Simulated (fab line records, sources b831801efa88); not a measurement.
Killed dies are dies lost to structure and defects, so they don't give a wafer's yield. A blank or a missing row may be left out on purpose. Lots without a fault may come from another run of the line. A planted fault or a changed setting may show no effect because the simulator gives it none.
Tool commonality check | flow gf180mcu | 12 lots, 36 wafers sampled

WHY IT WAS OPENED
At GF_HV_LDD_TW_MEAS_50 the reading HV_LDD_4_TW is flagged on 3 of 12 lots. Wafers without a fault read 566, standard deviation 5.3.
Rule: a lot is flagged when every wafer of it that has a number lies more than 4 standard deviations from that mean, or none has a number. The other lots count as sound.

lot  | measured     | on            | HV_LDD_4_TW, wafer by wafer | flag
L911 | day 12 14:43 | film_metro-02 | 560 561 560                 |
L917 | day 14 15:08 | film_metro-03 | 569 567 567                 |
L915 | day 14 15:32 | film_metro-03 | 570 564 568                 |
L920 | day 15 14:36 | film_metro-01 | 571 569 572                 |
L921 | day 16 04:04 | film_metro-02 | 565 562 564                 |
L923 | day 17 00:34 | film_metro-01 | 30 30 30                    | FLAGGED
L924 | day 17 07:48 | film_metro-02 | 29 29 30                    | FLAGGED
L925 | day 17 23:15 | film_metro-01 | 30 30 30                    | FLAGGED
L926 | day 18 04:07 | film_metro-02 | 567 567 562                 |
L930 | day 19 03:10 | film_metro-02 | 560 561 562                 |
L932 | day 19 23:21 | film_metro-02 | 560 560 558                 |
L933 | day 20 07:51 | film_metro-03 | 569 564 567                 |
The numbers of the flagged lots are 30 on average: -536 against the usual, or -99 or more standard deviations.

WHICH TOOL RAN EACH LOT
The record holds 2 process steps before the reading, out of a route of 602 steps. In each cell: the tool, then ch and the chambers that the sampled wafers went through, then the start.
lot  | flag    | GF_HV_LDD_STRIP_37                   | GF_HV_LDD_STRIP_49
L911 |         | plasma_asher-03 ch 0,1, day 11 19:11 | plasma_asher-01 ch 0,1, day 12 14:37
L917 |         | plasma_asher-01 ch 0,1, day 13 18:50 | plasma_asher-02 ch 0,1, day 14 15:02
L915 |         | plasma_asher-01 ch 0,1, day 13 19:10 | plasma_asher-02 ch 0,1, day 14 15:26
L920 |         | plasma_asher-01 ch 0,1, day 14 16:47 | plasma_asher-02 ch 0,1, day 15 14:30
L921 |         | plasma_asher-02 ch 0,1, day 15 05:45 | plasma_asher-01 ch 0,1, day 16 03:57
L923 | FLAGGED | plasma_asher-01 ch 0,1, day 16 01:30 | plasma_asher-03 ch 0,1, day 17 00:27
L924 | FLAGGED | plasma_asher-03 ch 0,1, day 16 09:06 | plasma_asher-01 ch 0,1, day 17 07:42
L925 | FLAGGED | plasma_asher-03 ch 0, day 16 23:56   | plasma_asher-03 ch 0,1, day 17 23:09
L926 |         | plasma_asher-03 ch 0,1, day 17 04:15 | plasma_asher-02 ch 0,1, day 18 04:00
L930 |         | plasma_asher-01 ch 0,1, day 18 02:22 | plasma_asher-02 ch 0,1, day 19 03:05
L932 |         | plasma_asher-03 ch 0,1, day 18 22:48 | plasma_asher-01 ch 0,1, day 19 23:15
L933 |         | plasma_asher-03 ch 0,1, day 19 07:30 | plasma_asher-01 ch 0,1, day 20 07:45
What these steps do:
- GF_HV_LDD_STRIP_37: strips in O2/N2.
- GF_HV_LDD_STRIP_49: strips in O2/N2.
- GF_HV_LDD_TW_MEAS_50

FLAGGED OVER TOTAL, TOOL BY TOOL (the gauges that took the reading come last)
step                 | tool            | lots run | flagged | share of the flagged lots | sound lots run after its first flagged lot
GF_HV_LDD_STRIP_37   | plasma_asher-01 | 5        | 1       | some                      | 1 (L930)
GF_HV_LDD_STRIP_37   | plasma_asher-02 | 1        | 0       | none                      | -
GF_HV_LDD_STRIP_37   | plasma_asher-03 | 6        | 2       | some                      | 3 (L926,L932,L933)
GF_HV_LDD_STRIP_49   | plasma_asher-01 | 5        | 1       | some                      | 2 (L932,L933)
GF_HV_LDD_STRIP_49   | plasma_asher-02 | 5        | 0       | none                      | -
GF_HV_LDD_STRIP_49   | plasma_asher-03 | 2        | 2       | some                      | 0
GF_HV_LDD_TW_MEAS_50 | film_metro-01   | 3        | 2       | some                      | 0
GF_HV_LDD_TW_MEAS_50 | film_metro-02   | 6        | 1       | some                      | 3 (L926,L930,L932)
GF_HV_LDD_TW_MEAS_50 | film_metro-03   | 3        | 0       | none                      | -

WHAT THE TABLE ALLOWS
No row of the table ran every flagged lot.

WHAT THE SIMULATOR HAD PUT IN
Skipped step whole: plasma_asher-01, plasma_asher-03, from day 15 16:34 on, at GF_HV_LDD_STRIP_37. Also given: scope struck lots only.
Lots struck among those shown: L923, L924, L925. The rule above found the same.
